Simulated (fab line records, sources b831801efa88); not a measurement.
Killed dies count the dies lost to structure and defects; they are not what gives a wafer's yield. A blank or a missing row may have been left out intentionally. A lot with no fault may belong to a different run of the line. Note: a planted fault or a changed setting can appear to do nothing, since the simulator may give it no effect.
A lot that was struck, set against a sound lot ; flow sky130 ; 18 out of 708 route steps
Sound: the wafers L887.2, L887.4, L887.6. Wafers L879.1, L879.3, L879.4 were the ones struck. The cause is named last.
Each step with rows lists, per side, the tool, then ch with its chambers, then its first start. Under that, the readings that differ: sound wafers ; struck wafers ; difference of the means ; sigmas: that difference in standard deviations of wafers without a fault.
alike: readings with means less than 2 such deviations apart, plus words and numbers identical on both sides. not compared: withheld readings, readings lacking a value on some wafer, bounds such as >300 that could conceal the same value, and numbers that have no deviation in the record and whose values overlap.
Wherever a step has rows on one side only, a row that says differs or no value, or a row with sigmas, the two part there. Numbers that have no deviation but don't overlap get no sigmas and don't part them. A reading that every wafer of one side lacks parts them only if that side has two wafers or more.

SKY_METAL5_STRIP_16: strips in O2/N2.
  sound on plasmaAsher-04 ch 0,1, day 48 09:02; struck on plasmaAsher-04 ch 0,1, day 46 17:26
  alike: drypumpMotorCurrentA, oesProductAu, stripTimeToEndpointS
  not compared: rfHoursCounterH
then, 3 steps without rows for these wafers: SKY_METAL5_STRIP_17 (strips in post etch residue remover, time 1200 s); SKY_METAL5_CLEAN_18 (cleans in IPA, time 180 s); SKY_METAL5_CLEAN_19 (cleans in O3/DIW).
SKY_PASSIVATION_CVD_00: deposits SiO2, target thk 90 nm.
  sound on pecvd-02 ch 0,2, day 48 09:44; struck on pecvd-02 ch 0,1,2, day 46 18:02
  alike: heaterPowerW
SKY_PASSIVATION_THK_MEAS_01:
  sound: filmMetro-04 at day 48 09:46; struck: filmMetro-04 at day 46 18:04
  alike: PASSIVATION_CVD_00_THK
SKY_PASSIVATION_CVD_02: deposits Si3N4, target thk 540 nm.
  sound on pecvd-04 ch 0,2, day 48 09:49; struck on pecvd-04 ch 0,2, day 46 18:07
  alike: heaterPowerW
SKY_PASSIVATION_THK_MEAS_03:
  sound: filmMetro-03 at day 48 10:04; struck: filmMetro-02 at day 46 18:21
  alike: PASSIVATION_CVD_02_THK
then, 4 steps without rows for these wafers: SKY_PASSIVATION_DEHYDRATE_04 (time 60 s); SKY_PASSIVATION_HMDS_05 (prime time 60 s); SKY_PASSIVATION_COAT_06 (resist thk 3000 nm); SKY_PASSIVATION_SOFTBAKE_07.
SKY_PASSIVATION_EXPOSE_08: exposes mask NSM, target cd 3000 nm.
  sound on ilineStepper-01 ch 0, day 48 19:27; struck on ilineStepper-02 ch 0, day 47 03:56
reading;sound;struck;difference;sigmas
exposureDoseMJCm2;259.50 260.24 259.69;291.53 291.66 291.54;+31.77;+99 or more
  alike: mask
then, 2 steps without rows for these wafers: SKY_PASSIVATION_PEB_09; SKY_PASSIVATION_DEVELOP_10 (develop time 60 s).
SKY_PASSIVATION_ETCH_11: etches the open film in CF4/O2, stops on AlCu, target depth 725 nm, time 161.1 s.
  sound on rieDiel-01 ch 0,2,3, day 49 04:34; struck on rieDiel-01 ch 0,3, day 47 13:19
reading;sound;struck;difference;sigmas
model.PASSIVATION.cdNm (nm);2993 2993 2987;3029 3032 3029;+39;
  alike: drypumpMotorCurrentA, oesProductAu, throttleValvePct
  not compared: rfHoursCounterH
SKY_PASSIVATION_STRIP_12: strips in O2/N2.
  sound on plasmaAsher-03 ch 0, day 49 04:40; struck on plasmaAsher-01 ch 0,1, day 47 13:26
  alike: drypumpMotorCurrentA, oesProductAu, stripTimeToEndpointS
  not compared: rfHoursCounterH
SKY_PAD_OPEN_PROBE_99:
  the record holds rows for the sound wafers here (prober-01, day 49 23:51) but none for the struck ones

WHERE THEY PART
First at SKY_PASSIVATION_EXPOSE_08; last, within this record, at SKY_PAD_OPEN_PROBE_99.

WHY: the cause the simulator had injected
Process parameter drift: ilineStepper-02, from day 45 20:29 on, at SKY_PASSIVATION_EXPOSE_08. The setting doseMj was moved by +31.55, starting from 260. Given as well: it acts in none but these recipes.
